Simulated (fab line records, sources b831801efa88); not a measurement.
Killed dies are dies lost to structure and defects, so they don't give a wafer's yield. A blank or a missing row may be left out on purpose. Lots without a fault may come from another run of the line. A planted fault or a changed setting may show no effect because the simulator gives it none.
Problem report in the 8D (eight disciplines) form, filled by code | flow gf180mcu | the parts of the form that need people (team, actions taken, sign-off) are left out

1. THE PROBLEM
MVSD_TW at GF_MVSD_TW_MEAS_11 reads a mean of 1661 on 9 wafers of 3 lots; wafers without a fault read 1578 with a standard deviation of 12. That is +6.9 standard deviations from the usual mean.
First seen on wafer L883.2, day 6 03:31, on film_metro-03. The record holds 36 wafers of 12 lots with a number at this step. Rule for "out", or "out of limits": more than 4 standard deviations from the usual mean. The other wafers with a number count as sound.

2. WHAT IT IS AND WHAT IT IS NOT
question                    | is                           | is not
which readings at this step | MVSD_TW                      | -
which lots                  | L883, L885, L886             | L879, L880, L888, L891, L892, L895, L896, L897, L899
which wafers of those lots  | all that have a number       | -
read on which gauges        | film_metro-01, film_metro-03 | film_metro-04
when                        | from day 6 03:31             | up to then (6 sound wafers); but 21 sound wafers of L888, L891, L892, L895, L896, L897, L899 came after

3. SUSPECTS, AND WHAT RULES EACH OUT
Counting: a tool at a process step up to the reading stays a suspect if it ran every lot that is out and no sound lot after the first of them.
- the gauge at GF_MVSD_TW_MEAS_11: ruled out. The wafers that are out were read on 2 gauges (film_metro-01, film_metro-03).
- implanter-04 at GF_MVSD_IMPLANT_08: kept. It ran every lot that is out, first L883 (day 6 03:08), and no sound lot after that; its last sound lot up to then is L880 (day 5 10:58). Its own readings are out on those wafers: beam_on_s, end_station_pressure_torr, faraday_current_uA.
Left after counting: implanter-04 at GF_MVSD_IMPLANT_08.

4. THE CAUSE (what the simulator had put in)
Process parameter drift: implanter-04, from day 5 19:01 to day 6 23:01, at GF_MVSD_IMPLANT_08. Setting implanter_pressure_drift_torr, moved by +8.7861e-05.
Process parameter drift: implanter-04, from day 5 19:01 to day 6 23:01, at GF_MVSD_IMPLANT_08. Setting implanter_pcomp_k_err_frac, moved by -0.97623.
Counting left only this tool.

5. THE CHAIN OF EFFECTS, in route order
Each row: a reading whose mean over the struck wafers that have a number lies more than 3 standard deviations from the usual. Only readings for which the record gives a usual standard deviation are gone through. hours: the time from each lot's start at the first step in this table that gives one to its start at this step, as a median over the lots. sigmas: the change in usual standard deviations.
hours | step                     | reading                   | usual        | on struck wafers | change   | sigmas
0     | GF_MVSD_IMPLANT_08       | beam_on_s                 | 10.02 s      | 12.15            | +2.13    | +11
0     | GF_MVSD_IMPLANT_08       | end_station_pressure_torr | 5.1e-06 Torr | 9.4e-05          | +8.9e-05 | +99 or more
0     | GF_MVSD_IMPLANT_08       | faraday_current_uA        | 90.0         | 74.7             | -15.3    | -9.0
0     | GF_MVSD_TW_MEAS_11       | MVSD_TW                   | 1578         | 1661             | +83      | +6.9
83    | GF_VT_IMPLANT_RS_MEAS_46 | MVSD_RS                   | 456.7 ohm/sq | 416.3            | -40.4    | -37
The process steps in it:
- GF_MVSD_IMPLANT_08
Later measuring or inspecting steps at which every struck wafer that the step has a row for has a number for every such reading, and none has moved that far: GF_VT_IMPLANT_TW_MEAS_10.

6. WHAT WOULD HAVE CAUGHT IT SOONER
In this record the first reading out of limits at a measuring or inspecting step was taken at day 6 03:31, 9 hours after the fault began at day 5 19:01.
The tool's own readings at GF_MVSD_IMPLANT_08 were out on every struck wafer that the step has a row for (beam_on_s, end_station_pressure_torr, faraday_current_uA): an alarm limit on them would have fired on the first of those.
Of the lots that are out (3), L885, L886 began GF_MVSD_IMPLANT_08 on implanter-04 after day 6 03:31. A hold on the tool at that time would have spared those 2.
